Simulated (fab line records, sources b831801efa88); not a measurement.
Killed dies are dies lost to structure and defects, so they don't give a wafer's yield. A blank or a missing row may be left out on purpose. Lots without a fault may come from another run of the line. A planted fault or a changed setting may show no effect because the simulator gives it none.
A struck lot beside a sound one | flow gf180mcu | 23 steps out of a route of 602
Sound: wafers L809.4, L809.5, L809.6. Struck: wafers L822.1, L822.3, L822.5. The cause comes at the end.
At each step with rows: each side's tool, then ch and its chambers, then its first start. Under that, the readings that differ: sound wafers | struck wafers | difference of the means | sigmas: that difference in standard deviations of wafers without a fault.
alike: readings whose means differ by less than 2 such deviations, and words and numbers that are the same on both sides. not compared: withheld readings, readings that some wafer has no value for, bounds like >300 that may hide the same value, and numbers for which the record gives no deviation and whose values overlap.
The two part at a step that has a row with sigmas, a row that says differs or no value, or rows on one side only. Numbers that don't overlap but have no deviation are shown without sigmas and don't part them. A reading that every wafer of one side lacks parts them only if that side has two wafers or more.

first, 5 steps without rows for these wafers: GF_NWELL_COAT_02 (resist thk 3000 nm); GF_NWELL_SOFTBAKE_03; GF_NWELL_EXPOSE_04 (exposes mask Nwell, target cd 860 nm); GF_NWELL_PEB_05; GF_NWELL_DEVELOP_06 (develop time 60 s).
GF_NWELL_OVL_MEAS_07:
  sound on overlay-02, day 5 02:31; struck on overlay-02, day 8 02:16
  alike: NWELL_OVL
then, 2 steps without rows for these wafers: GF_NWELL_IMPLANT_08; GF_NWELL_IMPLANT_09.
GF_NWELL_STRIP_10: strips in O2/N2.
  sound on plasma_asher-03 ch 0,1, day 5 02:52; struck on plasma_asher-03 ch 1, day 8 02:36
  reading                      | sound             | struck            | difference | sigmas
  strip_time_to_endpoint_s (s) | 36.87 36.94 36.89 | 37.10 37.18 37.18 | +0.25      | +2
  alike: drypump_motor_current_A, heater_power_w, o2_flow_sccm, oes_product_au
  not compared: rf_hours_counter_h
GF_NWELL_TW_MEAS_11:
  sound on film_metro-01, day 5 02:58; struck on film_metro-02, day 8 02:42
  alike: NWELL_TW
then, 2 steps without rows for these wafers: GF_LVPWELL_DEHYDRATE_00 (time 60 s); GF_LVPWELL_HMDS_01 (prime time 60 s).
GF_LVPWELL_COAT_02: resist thk 3000 nm.
  sound on litho_track-04 ch 0, day 5 09:44; struck on litho_track-02 ch 0, day 8 09:52
  reading                                   | sound                | struck               | difference | sigmas
  spin_speed_rpm (rpm)                      | 2001.3 1998.5 2002.1 | 1947.7 1946.4 1947.0 | -53.6      | -41
  model.coat_of_LVPWELL_COAT_02.thk_nm (nm) | 3005 3009 2994       | 3031 3029 3031       | +28        |
then, 3 steps without rows for these wafers: GF_LVPWELL_SOFTBAKE_03; GF_LVPWELL_EXPOSE_04 (exposes mask LVPWELL, target cd 600 nm); GF_LVPWELL_PEB_05.
GF_LVPWELL_DEVELOP_06: develop time 60 s.
  sound on litho_track-04 ch 0; struck on litho_track-02 ch 0
  reading                                   | sound          | struck         | difference | sigmas
  model.coat_of_LVPWELL_COAT_02.thk_nm (nm) | 3004 3008 2992 | 3030 3028 3030 | +28        |
GF_LVPWELL_OVL_MEAS_07:
  sound on overlay-02, day 5 17:16; struck on overlay-01, day 8 18:22
  alike: LVPWELL_OVL
then, 2 steps without rows for these wafers: GF_LVPWELL_IMPLANT_08; GF_LVPWELL_IMPLANT_09.
GF_LVPWELL_STRIP_10: strips in O2/N2.
  sound on plasma_asher-01 ch 0,1, day 5 17:37; struck on plasma_asher-03 ch 0,1, day 8 18:42
  reading                      | sound             | struck            | difference | sigmas
  strip_time_to_endpoint_s (s) | 36.99 37.06 36.87 | 37.32 37.30 37.31 | +0.34      | +3
  alike: drypump_motor_current_A, heater_power_w, o2_flow_sccm, oes_product_au
  not compared: rf_hours_counter_h
GF_LVPWELL_TW_MEAS_11:
  sound on film_metro-03, day 5 17:43; struck on film_metro-01, day 8 18:54
  reading    | sound       | struck      | difference | sigmas
  LVPWELL_TW | 551 551 555 | 559 560 559 | +7         | +2
then, 1 step without rows for these wafers: GF_PASSIVATION_PROBE_99.

WHERE THEY PART
First at GF_NWELL_STRIP_10; last, within this record, at GF_LVPWELL_TW_MEAS_11.

WHY: what the simulator had put in
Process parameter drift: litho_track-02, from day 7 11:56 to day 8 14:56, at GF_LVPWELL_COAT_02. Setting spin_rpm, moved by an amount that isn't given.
